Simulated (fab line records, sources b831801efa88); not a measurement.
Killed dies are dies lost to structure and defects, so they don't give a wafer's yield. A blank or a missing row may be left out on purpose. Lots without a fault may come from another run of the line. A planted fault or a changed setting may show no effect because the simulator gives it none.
fab line records | flow sfq_line
record lots=5 wafers=15 last_day=94
route steps=325 shown JJ@188
lots that met no fault: from a run of the same line without faults
start_h: hours from the record's first day to the start of the lot's first wafer shown | wait_h: hours since the lot's step before | " the same as in the row above | L1.1+2: a row that stands for several wafers | - no value, or no start given | * or withheld: withheld | < > ~ a bound
route shown NAME@n: a module of which the file shows steps, and the number in the route of the first | usual: mean/standard deviation of fault-free wafers | same: alike in all rows | chamber/n: place in a boat | sites: the reading at each site | _std_site: their standard deviation | _edge_site: outer sites' mean less inner sites' | radius_mm: how far each site lies from the wafer's centre | mask NAME#n: copy n | behind: the tool/chamber that last shaped the wafer | hold: why the lot was held/for how many hours/how that ended | device: the transistor (n, p or np) that didn't switch | end of line: the same wafers' tests at the end of the route | a step without rows: its recipe alone | killed: dies lost to structure and defects at the first sort, not the wafer's yield | map: a wafer's dies, x killed, . not, _ none there
set.NAME: the setting as run; set.NAME@STEP: as run at that earlier step | model.NAME: the simulator's own value behind a step, which no gauge read
lots at some steps of the route; a table a step, a row a wafer
services: from which hour (start_h, from the record's first day; less than 0 if before it) a tool's chamber was out of use, for how many hours, and why
## steps
# step SFQ_TRILAYER_JJ_CE_LITHO_EXPOSE_115
# recipe mask_id=J5 na=0.6 source_shape=conventional sigma_outer=0.65 target_cd_nm=700 dose_mj=14.4
# usual focus_offset_nm=-0.1/0.49 reticle_temp_C=23.01/0.11
# columns lot.wafer tool chamber start_h wait_h mask focus_offset_nm reticle_temp_C
L074.2 krf_scanner-02 0 1205.61 - J5#0 -0.3 23.11
L074.3 " 0 " " J5#0 0.1 22.99
L074.4 " 0 " " J5#0 -1.2 23.05
L075.2 krf_scanner-02 0 1207.56 - J5#0 -0.2 23.07
L075.3 " 0 " " J5#0 -0.6 22.93
L075.4 " 0 " " J5#0 -0.4 22.85
L076.1 krf_scanner-02 0 1214.56 - J5#0 -0.4 22.90
L076.5 " 0 " " J5#0 0.5 22.87
L076.6 " 0 " " J5#0 -0.5 22.84
L091.3 krf_scanner-01 0 1588.25 - J5#0 0.3 23.03
L091.4 " 0 " " J5#0 -0.1 22.96
L091.5 " 0 " " J5#0 0.1 23.02
L092.3 krf_scanner-01 0 1602.65 - J5#0 0.6 22.93
L092.4 " 0 " " J5#0 1.0 22.99
L092.5 " 0 " " J5#0 0.1 22.85
# step SFQ_TRILAYER_JJ_CE_LITHO_PEB_117
# recipe peb_temp_c=115 peb_time_s=60 resist=KrF
# usual heater_power_total_W=79.15/0.066
# same peb_time_s=60
# columns lot.wafer tool chamber start_h wait_h heater_power_total_W
L074.2 litho_track-02 0 1206.63 0.8 78.96
L074.3 " 0 " " 79.12
L074.4 " 0 " " 79.02
L075.2 litho_track-03 0 1208.58 0.8 79.11
L075.3 " 0 " " 79.06
L075.4 " 0 " " 79.16
L076.1 litho_track-04 0 1215.76 1.0 79.02
L076.5 " 0 " " 79.07
L076.6 " 0 " " 79.11
L091.3 litho_track-04 0 1589.10 0.7 79.19
L091.4 " 0 " " 79.19
L091.5 " 0 " " 79.05
L092.3 litho_track-04 0 1603.50 0.7 79.07
L092.4 " 0 " " 79.07
L092.5 " 0 " " 79.16
# step SFQ_TRILAYER_JJ_CE_LITHO_DEVELOP_116
# recipe time_s=60 resist=KrF
# columns lot.wafer tool chamber start_h wait_h
L074.2+3+4 litho_track-02 0 1206.78 0.1
L075.2+3+4 litho_track-03 0 1208.73 0.1
L076.1+5+6 litho_track-04 0 1215.91 0.1
L091.3+4+5 litho_track-04 0 1589.25 0.1
L092.3+4+5 litho_track-04 0 1603.65 0.1
# step SFQ_JJ_OVL_MEAS_931
# usual J5_OVL=-1/4.7
# columns lot.wafer tool chamber start_h wait_h J5_OVL[nm]
L074.2 overlay-02 - 1206.92 0.1 1
L074.3 " - " " 8
L074.4 " - " " 2
L075.2 overlay-01 - 1208.87 0.1 -1
L075.3 " - " " 3
L075.4 " - " " 3
L076.1 overlay-01 - 1216.06 0.1 -10
L076.5 " - " " -7
L076.6 " - " " -13
L091.3 overlay-01 - 1589.36 0.1 -3
L091.4 " - " " -5
L091.5 " - " " -4
L092.3 overlay-01 - 1603.76 0.1 -7
L092.4 " - " " -6
L092.5 " - " " 1
# step SFQ_TRILAYER_JJ_CE_METRO_MEASURE_117
# usual cd_nm=700.1/1.3
# columns lot.wafer tool chamber start_h wait_h cd_nm
L074.2 cd_sem-02 - 1207.15 0.2 703.1
L074.3 " - " " 702.0
L074.4 " - " " 702.5
L075.2 cd_sem-01 - 1209.10 0.2 699.3
L075.3 " - " " 699.8
L075.4 " - " " 699.8
L076.1 cd_sem-02 - 1216.10 0.0 698.1
L076.5 " - " " 698.7
L076.6 " - " " 698.9
L091.3 cd_sem-01 - 1589.79 0.4 700.1
L091.4 " - " " 699.9
L091.5 " - " " 700.9
L092.3 cd_sem-02 - 1604.19 0.4 698.6
L092.4 " - " " 699.5
L092.5 " - " " 699.5
# step SFQ_TRILAYER_JJ_CE_BARC_OPEN_RIE_150
# recipe mask_material=PR chemistry=O2 target_depth_nm=240 target=BARC icp_w=600 bias_w=80 pressure_mtorr=10 time_s=80
# usual drypump_motor_current_A=5.9/0.33 oes_product_au=0.538/0.0047
# columns lot.wafer tool chamber start_h wait_h drypump_motor_current_A oes_product_au rf_hours_counter_h
L074.2 rie_metal-04 0 1208.15 0.8 5.7 0.530 14
L074.3 " 1 " " 6.4 0.543 -
L074.4 " 0 " " 5.7 0.537 -
L075.2 rie_metal-02 0 1210.10 0.8 5.5 0.535 99
L075.3 " 0 " " 5.5 0.540 -
L075.4 " 1 " " 6.0 0.532 -
L076.1 rie_metal-04 1 1217.30 1.0 6.3 0.535 106
L076.5 " 1 " " 6.3 0.542 -
L076.6 " 0 " " 5.7 0.535 -
L091.3 rie_metal-04 0 1590.62 0.6 5.7 0.548 -
L091.4 " 1 " " 6.4 0.527 -
L091.5 " 1 " " 6.4 0.534 -
L092.3 rie_metal-02 0 1605.02 0.6 5.5 0.535 -
L092.4 " 1 " " 6.0 0.543 -
L092.5 " 1 " " 6.0 0.536 -
# step SFQ_TRILAYER_JJ_CE_ETCH_RIE_118
# recipe target=Nb stop_on=Al2O3 mask_material=PR taper_deg=13.257 over_etch_frac=0.15 time_s=97.7 chemistry=SF6 target_depth_nm=170 icp_w=600 bias_w=80 pressure_mtorr=10
# usual drypump_motor_current_A=5.9/0.33 oes_product_au=0.985/0.0052
# columns lot.wafer tool chamber start_h wait_h drypump_motor_current_A oes_product_au rf_hours_counter_h
L074.2 rie_metal-04 0 1208.24 0.1 5.7 0.986 14
L074.3 " 1 " " 6.4 0.985 -
L074.4 " 0 " " 5.7 0.988 -
L075.2 rie_metal-02 0 1210.19 0.1 5.5 0.983 99
L075.3 " 0 " " 5.5 0.985 -
L075.4 " 1 " " 6.0 0.985 -
L076.1 rie_metal-04 1 1217.39 0.1 6.4 0.984 106
L076.5 " 1 " " 6.4 0.985 -
L076.6 " 0 " " 5.7 0.981 -
L091.3 rie_metal-04 0 1590.71 0.1 5.7 0.992 -
L091.4 " 1 " " 6.4 0.991 -
L091.5 " 1 " " 6.3 0.979 -
L092.3 rie_metal-02 0 1605.11 0.1 5.5 0.986 -
L092.4 " 1 " " 6.0 0.981 -
L092.5 " 1 " " 6.0 0.981 -
# step SFQ_TRILAYER_JJ_ANODIZE_ANODIZE_119
# recipe current_density_ma_cm2=withheld end_current_density_ma_cm2=withheld bath_temp_c=withheld
# columns lot.wafer tool chamber start_h wait_h
L074.2+3+4 wet_bench-06 7,6,5 1208.34 0.1
L075.2+3+4 wet_bench-05 4,6,1 1210.29 0.1
L076.1+5+6 wet_bench-06 1,7,2 1217.49 0.1
L091.3+4+5 wet_bench-06 1,7,2 1590.78 0.0
L092.3+4+5 wet_bench-05 4,3,7 1605.18 0.0
# step SFQ_TRILAYER_JJ_CE_STRIP_STRIP_120
# recipe gas=O2 power_w=200 platen_temp_c=40 overash_fraction=0.65 chemistry=O2 pressure_mtorr=50
# usual drypump_motor_current_A=5.69/0.2 oes_product_au=0.999/0.0083
# columns lot.wafer tool chamber start_h wait_h drypump_motor_current_A oes_product_au rf_hours_counter_h
L074.2 rie_metal-01 0 1208.84 0.0 5.60 1.008 82
L074.3 " 1 " " 5.88 1.012 -
L074.4 " 0 " " 5.60 1.014 -
L075.2 rie_metal-01 0 1210.79 0.0 5.65 1.013 82
L075.3 " 0 " " 5.65 1.011 -
L075.4 " 1 " " 5.87 1.009 -
L076.1 rie_metal-02 0 1217.99 0.0 5.46 1.006 101
L076.5 " 0 " " 5.47 1.006 -
L076.6 " 1 " " 6.07 1.000 -
L091.3 rie_metal-02 1 1591.48 0.2 5.99 0.995 -
L091.4 " 0 " " 5.46 1.001 -
L091.5 " 1 " " 6.02 0.984 -
L092.3 rie_metal-02 0 1605.88 0.2 5.46 0.993 -
L092.4 " 1 " " 5.99 0.995 -
L092.5 " 1 " " 6.01 0.986 -
## services
# columns tool chamber start_h hours kind
krf_scanner-02 - 1203.21 1.0 pm
wet_bench-06 - 1229.61 4.1 repair
wet_bench-06 - 1236.00 4.4 pm
krf_scanner-02 - 1242.58 0.9 repair
rie_metal-04 1 1249.74 12.6 repair
cd_sem-02 - 1279.57 1.3 pm
krf_scanner-02 - 1296.63 1.3 pm
cd_sem-02 - 1306.32 0.9 pm
cd_sem-02 - 1313.46 0.6 pm
rie_metal-04 - 1315.15 28.1 pm
cd_sem-02 - 1319.84 1.0 pm
krf_scanner-02 - 1341.28 0.8 pm
rie_metal-02 - 1361.70 2.8 pm
krf_scanner-02 - 1372.73 1.0 pm
krf_scanner-02 - 1423.38 7.2 pm
krf_scanner-02 - 1462.70 1.0 repair
krf_scanner-02 - 1472.10 1.3 pm
krf_scanner-02 - 1487.62 0.7 repair
cd_sem-02 - 1490.32 0.3 pm
cd_sem-02 - 1497.46 0.3 pm
cd_sem-02 - 1503.84 1.3 pm
krf_scanner-02 - 1510.34 0.8 pm
rie_metal-04 - 1571.34 14.6 pm
rie_metal-04 0 1598.16 22.3 repair
## key
fault none
